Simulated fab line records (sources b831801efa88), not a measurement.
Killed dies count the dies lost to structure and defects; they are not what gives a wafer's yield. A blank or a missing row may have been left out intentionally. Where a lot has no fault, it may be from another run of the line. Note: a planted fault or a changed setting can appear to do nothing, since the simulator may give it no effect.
Which tool is to blame? || flow gf180mcu || 36 wafers from 12 lots sampled at 3 of the route's 602 steps

## WHAT EACH GAUGE READ, for each wafer
GF_VT_IMPLANT_OVL_MEAS_40. Usual: VT_IMPLANT_03_OVL gives 0.0 nm (standard deviation 1.1).
{"lot": "L717", "measured": "day 7 13:48", "on": "overlay-02", "VT_IMPLANT_03_OVL (nm)": "-0.5 0.3 -1.7", "flag": ""}
{"lot": "L718", "measured": "day 7 21:10", "on": "overlay-01", "VT_IMPLANT_03_OVL (nm)": "1.0 -0.1 0.6", "flag": ""}
{"lot": "L719", "measured": "day 8 02:40", "on": "overlay-01", "VT_IMPLANT_03_OVL (nm)": "-0.7 -0.5 -0.1", "flag": ""}
{"lot": "L720", "measured": "day 8 05:58", "on": "overlay-01", "VT_IMPLANT_03_OVL (nm)": "-0.2 -0.9 -2.3", "flag": ""}
{"lot": "L721", "measured": "day 8 19:03", "on": "overlay-02", "VT_IMPLANT_03_OVL (nm)": "-0.7 -0.9 -1.5", "flag": ""}
{"lot": "L724", "measured": "day 9 10:03", "on": "overlay-02", "VT_IMPLANT_03_OVL (nm)": "1.0 -0.8 0.9", "flag": ""}
{"lot": "L726", "measured": "day 10 00:22", "on": "overlay-01", "VT_IMPLANT_03_OVL (nm)": "1.3 -1.6 0.2", "flag": ""}
{"lot": "L728", "measured": "day 10 14:49", "on": "overlay-02", "VT_IMPLANT_03_OVL (nm)": "-2.1 -0.5 0.6", "flag": ""}
{"lot": "L730", "measured": "day 11 05:31", "on": "overlay-02", "VT_IMPLANT_03_OVL (nm)": "0.5 0.1 -2.1", "flag": ""}
{"lot": "L733", "measured": "day 12 12:24", "on": "overlay-02", "VT_IMPLANT_03_OVL (nm)": "-0.3 -0.8 -0.3", "flag": ""}
{"lot": "L739", "measured": "day 14 00:34", "on": "overlay-02", "VT_IMPLANT_03_OVL (nm)": "-0.3 0.5 -1.2", "flag": ""}
{"lot": "L740", "measured": "day 14 03:37", "on": "overlay-02", "VT_IMPLANT_03_OVL (nm)": "2.2 1.5 1.0", "flag": ""}

GF_DUAL_GATE_THK_MEAS_03. Usual: DUAL_GATE_OXIDATION_00_THK gives 10.61 nm (standard deviation 0.21).
{"lot": "L717", "measured": "day 7 16:32", "on": "film-metro-02", "DUAL_GATE_OXIDATION_00_THK (nm)": "10.61 11.04 10.83", "flag": ""}
{"lot": "L718", "measured": "day 8 02:56", "on": "film-metro-01", "DUAL_GATE_OXIDATION_00_THK (nm)": "10.61 10.60 10.61", "flag": ""}
{"lot": "L719", "measured": "day 8 09:47", "on": "film-metro-02", "DUAL_GATE_OXIDATION_00_THK (nm)": "10.53 10.70 10.79", "flag": ""}
{"lot": "L720", "measured": "day 8 09:47", "on": "film-metro-03", "DUAL_GATE_OXIDATION_00_THK (nm)": "10.25 10.19 10.23", "flag": ""}
{"lot": "L721", "measured": "day 8 21:49", "on": "film-metro-03", "DUAL_GATE_OXIDATION_00_THK (nm)": "10.63 10.87 10.71", "flag": ""}
{"lot": "L724", "measured": "day 9 12:41", "on": "film-metro-02", "DUAL_GATE_OXIDATION_00_THK (nm)": "10.55 10.73 10.61", "flag": ""}
{"lot": "L726", "measured": "day 10 02:59", "on": "film-metro-03", "DUAL_GATE_OXIDATION_00_THK (nm)": "11.62 11.88 11.75 11.62 11.89 11.67", "flag": "OFF"}
{"lot": "L728", "measured": "day 10 17:27", "on": "film-metro-02", "DUAL_GATE_OXIDATION_00_THK (nm)": "10.67 10.62 10.83", "flag": ""}
{"lot": "L730", "measured": "day 11 12:28", "on": "film-metro-01", "DUAL_GATE_OXIDATION_00_THK (nm)": "11.76 11.43 11.59 11.71 11.39 11.67", "flag": "OFF"}
{"lot": "L733", "measured": "day 12 15:08", "on": "film-metro-02", "DUAL_GATE_OXIDATION_00_THK (nm)": "10.64 10.67 10.83", "flag": ""}
{"lot": "L739", "measured": "day 14 03:10", "on": "film-metro-02", "DUAL_GATE_OXIDATION_00_THK (nm)": "10.70 10.70 10.61", "flag": ""}
{"lot": "L740", "measured": "day 14 06:35", "on": "film-metro-01", "DUAL_GATE_OXIDATION_00_THK (nm)": "10.71 10.80 10.77", "flag": ""}

## WHICH TOOL RAN EACH LOT (tool, then ch and the chambers of the sampled wafers, then the start)
{"lot": "L717", "GF_DUAL_GATE_OXIDATION_02": "furnace-01 ch 0, day 7 15:05"}
{"lot": "L718", "GF_DUAL_GATE_OXIDATION_02": "furnace-02 ch 0, day 8 01:28"}
{"lot": "L719", "GF_DUAL_GATE_OXIDATION_02": "furnace-02 ch 0, day 8 08:20"}
{"lot": "L720", "GF_DUAL_GATE_OXIDATION_02": "furnace-02 ch 0, day 8 08:20"}
{"lot": "L721", "GF_DUAL_GATE_OXIDATION_02": "furnace-01 ch 0, day 8 20:22"}
{"lot": "L724", "GF_DUAL_GATE_OXIDATION_02": "furnace-01 ch 0, day 9 11:14"}
{"lot": "L726", "GF_DUAL_GATE_OXIDATION_02": "furnace-01 ch 0, day 10 01:31"}
{"lot": "L728", "GF_DUAL_GATE_OXIDATION_02": "furnace-02 ch 0, day 10 16:01"}
{"lot": "L730", "GF_DUAL_GATE_OXIDATION_02": "furnace-01 ch 0, day 11 10:59"}
{"lot": "L733", "GF_DUAL_GATE_OXIDATION_02": "furnace-02 ch 0, day 12 13:42"}
{"lot": "L739", "GF_DUAL_GATE_OXIDATION_02": "furnace-01 ch 0, day 14 01:43"}
{"lot": "L740", "GF_DUAL_GATE_OXIDATION_02": "furnace-02 ch 0, day 14 05:08"}
- GF_DUAL_GATE_OXIDATION_02: stabilise 600 s, purge 300 s, target thk 10.887 nm.

## WHAT THE TOOLS THEMSELVES READ (means of the sampled wafers that have a number; where no wafer has one, the mark that the record gives instead)
GF_DUAL_GATE_OXIDATION_02. Usual: spike-tc-bottom-C is 921.6 C with standard deviation 1.8, spike-tc-centre-C is 899.4 C with standard deviation 1, spike-tc-lower-C is 900.4 C with standard deviation 0.86, spike-tc-top-C is 912.3 C with standard deviation 1.5, spike-tc-upper-C is 899.1 C with standard deviation 1, tube-center-temp-C is 900.00 C with standard deviation 0.092, and zone-power-lower-pct is 19.3 % with standard deviation 2.7.
{"lot": "L717", "tool": "furnace-01", "spike-tc-bottom-C (C)": 923.7, "spike-tc-centre-C (C)": 899.7, "spike-tc-lower-C (C)": 900.4, "spike-tc-top-C (C)": 913.3, "spike-tc-upper-C (C)": 897.9, "tube-center-temp-C (C)": 899.96, "zone-power-lower-pct (%)": 21.8, "flag": ""}
{"lot": "L718", "tool": "furnace-02", "spike-tc-bottom-C (C)": 918.8, "spike-tc-centre-C (C)": 899.6, "spike-tc-lower-C (C)": 901.0, "spike-tc-top-C (C)": 912.2, "spike-tc-upper-C (C)": 900.3, "tube-center-temp-C (C)": 899.99, "zone-power-lower-pct (%)": 16.4, "flag": ""}
{"lot": "L719", "tool": "furnace-02", "spike-tc-bottom-C (C)": 920.4, "spike-tc-centre-C (C)": 899.2, "spike-tc-lower-C (C)": 900.2, "spike-tc-top-C (C)": 911.1, "spike-tc-upper-C (C)": 899.2, "tube-center-temp-C (C)": 900.03, "zone-power-lower-pct (%)": 16.4, "flag": ""}
{"lot": "L720", "tool": "furnace-02", "spike-tc-bottom-C (C)": 919.9, "spike-tc-centre-C (C)": 899.6, "spike-tc-lower-C (C)": 899.5, "spike-tc-top-C (C)": 909.7, "spike-tc-upper-C (C)": 899.8, "tube-center-temp-C (C)": 900.04, "zone-power-lower-pct (%)": 16.6, "flag": ""}
{"lot": "L721", "tool": "furnace-01", "spike-tc-bottom-C (C)": 922.0, "spike-tc-centre-C (C)": 899.7, "spike-tc-lower-C (C)": 900.4, "spike-tc-top-C (C)": 913.2, "spike-tc-upper-C (C)": 899.0, "tube-center-temp-C (C)": 900.01, "zone-power-lower-pct (%)": 21.8, "flag": ""}
{"lot": "L724", "tool": "furnace-01", "spike-tc-bottom-C (C)": 923.0, "spike-tc-centre-C (C)": 900.6, "spike-tc-lower-C (C)": 900.0, "spike-tc-top-C (C)": 913.3, "spike-tc-upper-C (C)": 898.7, "tube-center-temp-C (C)": 900.02, "zone-power-lower-pct (%)": 21.7, "flag": ""}
{"lot": "L726", "tool": "furnace-01", "spike-tc-bottom-C (C)": 933.1, "spike-tc-centre-C (C)": 908.5, "spike-tc-lower-C (C)": 911.1, "spike-tc-top-C (C)": 922.5, "spike-tc-upper-C (C)": 908.3, "tube-center-temp-C (C)": 900.00, "zone-power-lower-pct (%)": 22.2, "flag": "OFF"}
{"lot": "L728", "tool": "furnace-02", "spike-tc-bottom-C (C)": 919.9, "spike-tc-centre-C (C)": 898.7, "spike-tc-lower-C (C)": 900.7, "spike-tc-top-C (C)": 910.9, "spike-tc-upper-C (C)": 900.2, "tube-center-temp-C (C)": 899.96, "zone-power-lower-pct (%)": 16.3, "flag": ""}
{"lot": "L730", "tool": "furnace-01", "spike-tc-bottom-C (C)": 932.8, "spike-tc-centre-C (C)": 909.5, "spike-tc-lower-C (C)": 909.8, "spike-tc-top-C (C)": 922.2, "spike-tc-upper-C (C)": 908.6, "tube-center-temp-C (C)": 900.03, "zone-power-lower-pct (%)": 22.3, "flag": "OFF"}
{"lot": "L733", "tool": "furnace-02", "spike-tc-bottom-C (C)": 919.6, "spike-tc-centre-C (C)": 899.5, "spike-tc-lower-C (C)": 901.2, "spike-tc-top-C (C)": 912.0, "spike-tc-upper-C (C)": 899.6, "tube-center-temp-C (C)": 899.95, "zone-power-lower-pct (%)": 16.5, "flag": ""}
{"lot": "L739", "tool": "furnace-01", "spike-tc-bottom-C (C)": 922.1, "spike-tc-centre-C (C)": 900.5, "spike-tc-lower-C (C)": 900.8, "spike-tc-top-C (C)": 913.4, "spike-tc-upper-C (C)": 899.0, "tube-center-temp-C (C)": 900.03, "zone-power-lower-pct (%)": 21.8, "flag": ""}
{"lot": "L740", "tool": "furnace-02", "spike-tc-bottom-C (C)": 919.9, "spike-tc-centre-C (C)": 899.2, "spike-tc-lower-C (C)": 900.2, "spike-tc-top-C (C)": 911.4, "spike-tc-upper-C (C)": 899.5, "tube-center-temp-C (C)": 899.91, "zone-power-lower-pct (%)": 16.5, "flag": ""}

## THE ANSWER, worked out from the rows above alone
Rule: a lot is off if the mean of its wafers that have a number lies more than 3 standard deviations from the usual mean. Also off: a lot with no number at a reading for which 4 or more lots have one. All remaining lots with rows at the step are treated as sound. Order of review: gauges by route order, followed by the tools' own readings, for which a lot's mean as printed above is used. The first step at which some lot is off is used, and at that step the reading that is off furthest; a lot without a number counts as furthest.
Off: L726, L730, at GF_DUAL_GATE_THK_MEAS_03 (DUAL_GATE_OXIDATION_00_THK).
A tool fits if, at a process step before that reading, it ran every lot that is off, and no sound lot after the first of them. Not tried: the gauges at GF_DUAL_GATE_THK_MEAS_03; whatever is off there is also off at GF_DUAL_GATE_OXIDATION_02, on other tools, and gauge error can't account for it. None of those tried fits.

## WHAT WAS PUT IN BY THE SIMULATOR
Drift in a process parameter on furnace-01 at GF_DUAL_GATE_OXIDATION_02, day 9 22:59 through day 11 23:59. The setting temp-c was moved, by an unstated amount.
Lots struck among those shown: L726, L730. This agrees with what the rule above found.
